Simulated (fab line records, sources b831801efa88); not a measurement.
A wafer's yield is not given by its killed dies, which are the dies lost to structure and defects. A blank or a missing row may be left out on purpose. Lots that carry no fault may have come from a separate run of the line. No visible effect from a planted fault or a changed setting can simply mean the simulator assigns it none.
A lot that was struck, set against a sound lot ; flow gf180mcu ; 30 out of 602 route steps
Sound: wafers L583.2, L583.3, L583.4. Struck: wafers L597.2, L597.3, L597.6. The cause is named last.
Per side, at each step with rows, come the tool, then ch with its chambers, and then its first start. Under that, the readings that differ: sound wafers ; struck wafers ; difference of the means ; sigmas: that difference in standard deviations of wafers without a fault.
alike: a reading whose means differ by less than 2 such deviations, as well as words and numbers matching on both sides. not compared: withheld readings; readings where some wafer has no value; bounds like >300 that might hide an equal value; numbers whose values overlap and for which the record gives no deviation.
Wherever a step has rows on one side only, a row that says differs or no value, or a row with sigmas, the two part there. Non-overlapping numbers with no deviation appear without sigmas and do not part them. A reading that every wafer of one side lacks parts them only if that side has two wafers or more.

first, 3 steps without rows for these wafers: GF_PSD_EXPOSE_04 (exposes mask Pplus, target cd 400 nm); GF_PSD_PEB_05; GF_PSD_DEVELOP_06 (develop time 60 s).
GF_PSD_CD_MEAS_07: the cd target is 400 nm.
  sound: cdSem-02 at day 15 22:24; struck: cdSem-02 at day 20 08:30
  alike: cdNm
GF_PSD_OVL_MEAS_08:
  sound: overlay-01 at day 15 22:31; struck: overlay-01 at day 20 08:37
  alike: PSD_OVL
next, for these wafers, 1 step has no rows: GF_PSD_IMPLANT_09.
GF_PSD_STRIP_10: strips in O2/N2.
  sound on plasmaAsher-04 ch 0,1, day 15 22:41; struck on plasmaAsher-04 ch 0,1, day 20 08:47
  alike: drypumpMotorCurrentA, heaterPowerW, oesProductAu, platenTempC, stripTimeToEndpointS
  not compared: rfHoursCounterH
GF_PSD_TW_MEAS_11:
  sound: filmMetro-03 at day 15 22:48; struck: filmMetro-04 at day 20 08:54
  alike: PSD_TW
then, 1 step without rows for these wafers: GF_PSD_CLEAN_12 (cleans in SC1/SC2, time 150 s).
GF_PSD_RTA_13: time 20 s.
  sound on rtpAnneal-01 ch 0, day 15 22:55; struck on rtpAnneal-01 ch 0, day 20 09:01
  alike: lampPowerPct, wafer_temp_C_max
GF_PSD_RS_MEAS_14: measurement is done with a four-point probe.
  sound: filmMetro-02 at day 15 23:01; struck: filmMetro-03 at day 20 09:06
  alike: NSD_RS
GF_PSD_RS_MEAS_15: measurement is done with a four-point probe.
  sound: filmMetro-02 at day 15 23:08; struck: filmMetro-03 at day 20 09:13
  alike: PSD_RS
GF_SAB_CVD_00: deposits SiO2 from TEOS, target thk 50 nm, time 4.9302 s.
  sound on pecvd-01 ch 0,1, day 15 23:14; struck on pecvd-02 ch 0,2, day 20 09:19
reading;sound;struck;difference;sigmas
model.SiO2_of_SAB_CVD_00.thkNm (nm);50.23 50.59 50.8;36.24 36.09 37.16;-14.04;
  alike: heaterPowerW
GF_SAB_THK_MEAS_01:
  sound: filmMetro-04 at day 15 23:16; struck: filmMetro-01 at day 20 09:21
reading;sound;struck;difference;sigmas
SAB_CVD_00_THK (nm);50.2 50.6 50.7;36.2 36.1 37.2;-14.0;-19
then, 7 steps without rows for these wafers: GF_SAB_DEHYDRATE_02 (time 60 s); GF_SAB_HMDS_03 (prime time 60 s); GF_SAB_COAT_04 (resist thk 1000 nm); GF_SAB_SOFTBAKE_05 (time 60 s); GF_SAB_EXPOSE_06 (exposes mask SAB, target cd 420 nm); GF_SAB_PEB_07; GF_SAB_DEVELOP_08 (develop time 61.32 s).
GF_SAB_CD_MEAS_09: the cd target is 420 nm.
  sound: cdSem-02 at day 16 21:39; struck: cdSem-02 at day 21 08:57
  alike: cdNm
GF_SAB_OVL_MEAS_10:
  sound: overlay-01 at day 16 21:46; struck: overlay-01 at day 21 09:04
  alike: SAB_OVL
GF_SAB_ETCH_11: etches SiO2 in C4F8/O2/Ar, target depth 55 nm, time 8.5 s.
  sound on rieDiel-03 ch 0,3, day 16 21:47; struck on rieDiel-03 ch 0,2, day 21 09:05
  alike: oesProductAu
  not compared: rfHoursCounterH
then, 1 step without rows for these wafers: GF_SAB_WET_ETCH_12 (etches SiO2 in dHF, target depth 22 nm, time 440 s).
GF_SAB_STRIP_13: strips in O2/N2.
  sound on plasmaAsher-01 ch 0,1, day 16 21:56; struck on plasmaAsher-01 ch 0,1, day 21 09:14
  alike: drypumpMotorCurrentA, heaterPowerW, oesProductAu, platenTempC, stripTimeToEndpointS
  not compared: rfHoursCounterH
then, 1 step without rows for these wafers: GF_SALICIDE_CLEAN_00 (cleans in SC1/SC2, time 150 s).
GF_SALICIDE_WET_ETCH_01: etches SiO2 in dHF, target depth 5 nm, time 100 s.
  sound on wetBench-04 ch 2, day 16 22:05; struck on wetBench-02 ch 0, day 21 09:23
reading;sound;struck;difference;sigmas
model.SiO2_of_SAB_CVD_00.thkNm (nm);39.57 39.94 40.11;25.57 25.44 26.54;-14.02;
GF_SALICIDE_SPUTTER_02: material Co, target thk 10 nm, time 20 s.
  sound: pvdSputter-04 at day 16 22:07; struck: pvdSputter-03 at day 21 09:25
  alike: throttleValvePct
GF_PASSIVATION_PROBE_99:
  the record has rows for the sound wafers here (prober-01, day 30 11:59) and none for the struck ones

WHERE THEY PART
Earliest at GF_SAB_THK_MEAS_01; latest, in this record, at GF_PASSIVATION_PROBE_99.

WHY: what had been put in by the simulator
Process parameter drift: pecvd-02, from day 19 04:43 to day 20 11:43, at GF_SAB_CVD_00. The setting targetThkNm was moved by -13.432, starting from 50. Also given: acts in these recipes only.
